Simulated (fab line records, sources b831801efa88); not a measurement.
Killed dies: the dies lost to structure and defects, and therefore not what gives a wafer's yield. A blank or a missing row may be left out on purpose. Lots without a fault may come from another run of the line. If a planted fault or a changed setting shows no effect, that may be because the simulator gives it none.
Which tool did it? :: flow gf180mcu :: Sampling: 12 lots, 36 wafers, 5 of 602 route steps

WHAT THE GAUGES SHOWED, per wafer
GF_M4_CD_MEAS_14 targets a cd of 280 nm. Usual: cd-nm 280.2 nm, standard deviation 0.97.
lot: L835
measured: day 24 05:38
on: cd-sem-01
cd-nm (nm): 279.0 278.7 278.6
flag: 

lot: L838
measured: day 25 03:28
on: cd-sem-02
cd-nm (nm): 281.0 280.6 280.5
flag: 

lot: L839
measured: day 25 19:01
on: cd-sem-02
cd-nm (nm): 280.3 280.6 280.2
flag: 

lot: L840
measured: day 26 03:58
on: cd-sem-01
cd-nm (nm): 280.1 281.1 280.3
flag: 

lot: L843
measured: day 26 19:59
on: cd-sem-02
cd-nm (nm): 282.6 281.3 280.6
flag: 

lot: L844
measured: day 27 05:05
on: cd-sem-01
cd-nm (nm): 280.6 281.3 280.9
flag: 

lot: L845
measured: day 27 08:47
on: cd-sem-02
cd-nm (nm): 272.3 272.1 271.6
flag: OFF

lot: L846
measured: day 27 15:43
on: cd-sem-01
cd-nm (nm): 272.5 272.1 272.2
flag: OFF

lot: L848
measured: day 28 05:27
on: cd-sem-01
cd-nm (nm): 274.0 273.8 273.5
flag: OFF

lot: L849
measured: day 28 17:52
on: cd-sem-02
cd-nm (nm): 275.3 276.1 277.1
flag: OFF

lot: L851
measured: day 29 06:13
on: cd-sem-02
cd-nm (nm): 280.5 280.1 281.2
flag: 

lot: L858
measured: day 31 04:46
on: cd-sem-01
cd-nm (nm): 280.1 279.8 280.4
flag: 

GF_V4_THK_MEAS_01. Usual: V4_CVD_00_THK gives 597 nm (standard deviation 6).
lot: L835
measured: day 24 06:32
on: film-metro-01
V4_CVD_00_THK (nm): 604 588 587
flag: 

lot: L838
measured: day 25 04:22
on: film-metro-01
V4_CVD_00_THK (nm): 592 600 596
flag: 

lot: L839
measured: day 25 19:53
on: film-metro-02
V4_CVD_00_THK (nm): 599 596 600
flag: 

lot: L840
measured: day 26 04:50
on: film-metro-02
V4_CVD_00_THK (nm): 596 601 595
flag: 

lot: L843
measured: day 26 20:52
on: film-metro-04
V4_CVD_00_THK (nm): 594 595 590
flag: 

lot: L844
measured: day 27 05:59
on: film-metro-04
V4_CVD_00_THK (nm): 594 599 597
flag: 

lot: L845
measured: day 27 09:49
on: film-metro-01
V4_CVD_00_THK (nm): 595 604 606
flag: 

lot: L846
measured: day 27 16:44
on: film-metro-04
V4_CVD_00_THK (nm): 588 590 594
flag: 

lot: L848
measured: day 28 06:21
on: film-metro-04
V4_CVD_00_THK (nm): 599 590 594
flag: 

lot: L849
measured: day 28 18:46
on: film-metro-04
V4_CVD_00_THK (nm): 587 591 588
flag: 

lot: L851
measured: day 29 07:05
on: film-metro-02
V4_CVD_00_THK (nm): 612 590 609
flag: 

lot: L858
measured: day 31 05:37
on: film-metro-04
V4_CVD_00_THK (nm): 590 598 588
flag: 

EACH LOT AND THE TOOL THAT RAN IT (in order: tool; ch and the chambers of the sampled wafers; start)
lot: L835
GF_V3_ETCH_17: rie-diel-03 ch 0,2,3, day 23 05:35 or earlier
GF_V3_SPUTTER_21: pvd-sputter-04, day 23 05:35
GF_M4_EXPOSE_11: krf-scanner-01 ch 0, day 23 18:23

lot: L838
GF_V3_ETCH_17: rie-diel-01 ch 1,2, day 24 04:05 or earlier
GF_V3_SPUTTER_21: pvd-sputter-01, day 24 04:05
GF_M4_EXPOSE_11: krf-scanner-02 ch 0, day 24 16:07

lot: L839
GF_V3_ETCH_17: rie-diel-03 ch 0,2,3, day 24 21:10 or earlier
GF_V3_SPUTTER_21: pvd-sputter-04, day 24 21:10
GF_M4_EXPOSE_11: krf-scanner-01 ch 0, day 25 08:26

lot: L840
GF_V3_ETCH_17: rie-diel-01 ch 0,1, day 25 04:59 or earlier
GF_V3_SPUTTER_21: pvd-sputter-01, day 25 04:59
GF_M4_EXPOSE_11: krf-scanner-02 ch 0, day 25 16:40

lot: L843
GF_V3_ETCH_17: rie-diel-03 ch 0,1, day 25 22:13 or earlier
GF_V3_SPUTTER_21: pvd-sputter-04, day 25 22:13
GF_M4_EXPOSE_11: krf-scanner-02 ch 0, day 26 09:43

lot: L844
GF_V3_ETCH_17: rie-diel-03 ch 1,3, day 26 06:51 or earlier
GF_V3_SPUTTER_21: pvd-sputter-04, day 26 06:51
GF_M4_EXPOSE_11: krf-scanner-02 ch 0, day 26 19:05

lot: L845
GF_V3_ETCH_17: rie-diel-01 ch 0,1, day 26 10:46 or earlier
GF_V3_SPUTTER_21: pvd-sputter-01, day 26 10:46
GF_M4_EXPOSE_11: krf-scanner-01 ch 0, day 26 22:31

lot: L846
GF_V3_ETCH_17: rie-diel-04 ch 0,1,3, day 26 18:19 or earlier
GF_V3_SPUTTER_21: pvd-sputter-01, day 26 18:19
GF_M4_EXPOSE_11: krf-scanner-01 ch 0, day 27 05:41

lot: L848
GF_V3_ETCH_17: rie-diel-04 ch 0,1,3, day 27 07:57 or earlier
GF_V3_SPUTTER_21: pvd-sputter-04, day 27 07:57
GF_M4_EXPOSE_11: krf-scanner-01 ch 0, day 27 19:31

lot: L849
GF_V3_ETCH_17: rie-diel-04 ch 0,2,3, day 27 20:55 or earlier
GF_V3_SPUTTER_21: pvd-sputter-02, day 27 20:55
GF_M4_EXPOSE_11: krf-scanner-01 ch 0, day 28 08:34

lot: L851
GF_V3_ETCH_17: rie-diel-04 ch 0,3, day 28 10:19 or earlier
GF_V3_SPUTTER_21: pvd-sputter-02, day 28 10:19
GF_M4_EXPOSE_11: krf-scanner-02 ch 0, day 28 21:15

lot: L858
GF_V3_ETCH_17: rie-diel-01 ch 0,3, day 30 09:14 or earlier
GF_V3_SPUTTER_21: pvd-sputter-01, day 30 09:14
GF_M4_EXPOSE_11: krf-scanner-02 ch 0, day 30 19:55
- GF_V3_ETCH_17: etches SiO2 in C4F8/O2/Ar, stops on TiN, target depth 635 nm.
- GF_V3_SPUTTER_21: material Ti, target thk 15 nm, time 80.02 s.
- GF_M4_EXPOSE_11: exposes mask Metal4, target cd 280 nm.

WHAT THE TOOLS THEMSELVES READ (means of the sampled wafers that have a number; where no wafer has one, the mark that the record gives instead)
GF_V3_ETCH_17. Usual: bias-w 1200 W, standard deviation 4; oes-product-au 0.856 a.u., standard deviation 0.0051.
lot: L835
tool: rie-diel-03
bias-w (W): 1199
oes-product-au (a.u.): 0.854
flag: 

lot: L838
tool: rie-diel-01
bias-w (W): 1199
oes-product-au (a.u.): 0.856
flag: 

lot: L839
tool: rie-diel-03
bias-w (W): 1199
oes-product-au (a.u.): 0.854
flag: 

lot: L840
tool: rie-diel-01
bias-w (W): 1198
oes-product-au (a.u.): 0.858
flag: 

lot: L843
tool: rie-diel-03
bias-w (W): 1201
oes-product-au (a.u.): 0.854
flag: 

lot: L844
tool: rie-diel-03
bias-w (W): 1199
oes-product-au (a.u.): 0.855
flag: 

lot: L845
tool: rie-diel-01
bias-w (W): 1203
oes-product-au (a.u.): 0.852
flag: 

lot: L846
tool: rie-diel-04
bias-w (W): 1202
oes-product-au (a.u.): 0.854
flag: 

lot: L848
tool: rie-diel-04
bias-w (W): 1201
oes-product-au (a.u.): 0.861
flag: 

lot: L849
tool: rie-diel-04
bias-w (W): 1202
oes-product-au (a.u.): 0.851
flag: 

lot: L851
tool: rie-diel-04
bias-w (W): 1200
oes-product-au (a.u.): 0.854
flag: 

lot: L858
tool: rie-diel-01
bias-w (W): 1200
oes-product-au (a.u.): 0.861
flag: 

GF_V3_SPUTTER_21. Usual: cathode-dc-power-W 2500.0 W, standard deviation 0.5; throttle-valve-pct 30.3 %, standard deviation 0.85.
lot: L835
tool: pvd-sputter-04
cathode-dc-power-W (W): 2500.1
throttle-valve-pct (%): 30.0
flag: 

lot: L838
tool: pvd-sputter-01
cathode-dc-power-W (W): 2500.0
throttle-valve-pct (%): 30.5
flag: 

lot: L839
tool: pvd-sputter-04
cathode-dc-power-W (W): 2500.1
throttle-valve-pct (%): 29.2
flag: 

lot: L840
tool: pvd-sputter-01
cathode-dc-power-W (W): 2500.1
throttle-valve-pct (%): 30.8
flag: 

lot: L843
tool: pvd-sputter-04
cathode-dc-power-W (W): 2500.0
throttle-valve-pct (%): 29.9
flag: 

lot: L844
tool: pvd-sputter-04
cathode-dc-power-W (W): 2500.0
throttle-valve-pct (%): 30.2
flag: 

lot: L845
tool: pvd-sputter-01
cathode-dc-power-W (W): 2500.1
throttle-valve-pct (%): 30.9
flag: 

lot: L846
tool: pvd-sputter-01
cathode-dc-power-W (W): 2499.7
throttle-valve-pct (%): 31.2
flag: 

lot: L848
tool: pvd-sputter-04
cathode-dc-power-W (W): 2499.8
throttle-valve-pct (%): 29.7
flag: 

lot: L849
tool: pvd-sputter-02
cathode-dc-power-W (W): 2500.4
throttle-valve-pct (%): 30.1
flag: 

lot: L851
tool: pvd-sputter-02
cathode-dc-power-W (W): 2499.7
throttle-valve-pct (%): 30.3
flag: 

lot: L858
tool: pvd-sputter-01
cathode-dc-power-W (W): 2500.4
throttle-valve-pct (%): 31.2
flag: 

GF_M4_EXPOSE_11. Usual: exposure-dose-mJ-cm2 27.99, standard deviation 0.036; reticle-temp-C 23.01 C, standard deviation 0.099; stage-vel-mm-s 499.95 mm/s, standard deviation 0.23.
lot: L835
tool: krf-scanner-01
exposure-dose-mJ-cm2: 28.00
reticle-temp-C (C): 22.90
stage-vel-mm-s (mm/s): 500.04
flag: 

lot: L838
tool: krf-scanner-02
exposure-dose-mJ-cm2: 27.99
reticle-temp-C (C): 23.13
stage-vel-mm-s (mm/s): 500.10
flag: 

lot: L839
tool: krf-scanner-01
exposure-dose-mJ-cm2: 28.04
reticle-temp-C (C): 22.91
stage-vel-mm-s (mm/s): 499.94
flag: 

lot: L840
tool: krf-scanner-02
exposure-dose-mJ-cm2: 27.92
reticle-temp-C (C): 22.93
stage-vel-mm-s (mm/s): 499.73
flag: 

lot: L843
tool: krf-scanner-02
exposure-dose-mJ-cm2: 27.97
reticle-temp-C (C): 23.03
stage-vel-mm-s (mm/s): 499.91
flag: 

lot: L844
tool: krf-scanner-02
exposure-dose-mJ-cm2: 27.97
reticle-temp-C (C): 22.90
stage-vel-mm-s (mm/s): 500.22
flag: 

lot: L845
tool: krf-scanner-01
exposure-dose-mJ-cm2: 29.46
reticle-temp-C (C): 23.04
stage-vel-mm-s (mm/s): 499.83
flag: OFF

lot: L846
tool: krf-scanner-01
exposure-dose-mJ-cm2: 29.48
reticle-temp-C (C): 23.04
stage-vel-mm-s (mm/s): 499.86
flag: OFF

lot: L848
tool: krf-scanner-01
exposure-dose-mJ-cm2: 28.98
reticle-temp-C (C): 23.04
stage-vel-mm-s (mm/s): 499.95
flag: OFF

lot: L849
tool: krf-scanner-01
exposure-dose-mJ-cm2: 28.80
reticle-temp-C (C): 23.07
stage-vel-mm-s (mm/s): 499.91
flag: OFF

lot: L851
tool: krf-scanner-02
exposure-dose-mJ-cm2: 27.98
reticle-temp-C (C): 23.00
stage-vel-mm-s (mm/s): 499.90
flag: 

lot: L858
tool: krf-scanner-02
exposure-dose-mJ-cm2: 28.01
reticle-temp-C (C): 22.98
stage-vel-mm-s (mm/s): 499.95
flag: 

THE ANSWER, worked out from the rows above alone
Rule: take the mean of a lot's wafers that have a number; if it is more than 3 standard deviations from the usual mean, the lot is off. A lot without any number at a reading at which 4 lots or more have one is off too. Any other lot the step has rows for is counted as sound. The gauges are gone through in route order, then the tools' own readings, and for those a lot's mean is taken as printed above. The first step at which some lot is off is used, and at that step the reading that is off furthest; a lot without a number counts as furthest.
Off, at GF_M4_CD_MEAS_14 on cd-nm: L845, L846, L848, L849.
A tool fits if, at a process step before that reading, it ran every lot that is off, and no sound lot after the first of them. Not tried: the gauges at GF_M4_CD_MEAS_14; whatever is off there is also off at GF_M4_EXPOSE_11, on other tools, and gauge error can't account for it. Because GF_V3_ETCH_17 lacks a start for some lots, the hours and order of its lots are taken from GF_V3_SPUTTER_21. One fits: krf-scanner-01 at GF_M4_EXPOSE_11. Its last sound lot is L839 (day 25 08:26), its first lot that is off L845 (day 26 22:31): a fault that began between those two fits.
The tool's own readings at GF_M4_EXPOSE_11 bear it out: on the lots that are off they differ by more than 5 times the standard deviation of the sound lots' means. exposure-dose-mJ-cm2 reads 29.18 there against 27.98 on the sound lots.

WHAT THE SIMULATOR HAD INSERTED
Process parameters drifting: krf-scanner-01 at GF_M4_EXPOSE_11, beginning at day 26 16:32. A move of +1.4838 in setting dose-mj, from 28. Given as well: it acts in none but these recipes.
Shown lots that were struck: L845, L846, L848, L849. The rule above found the same.
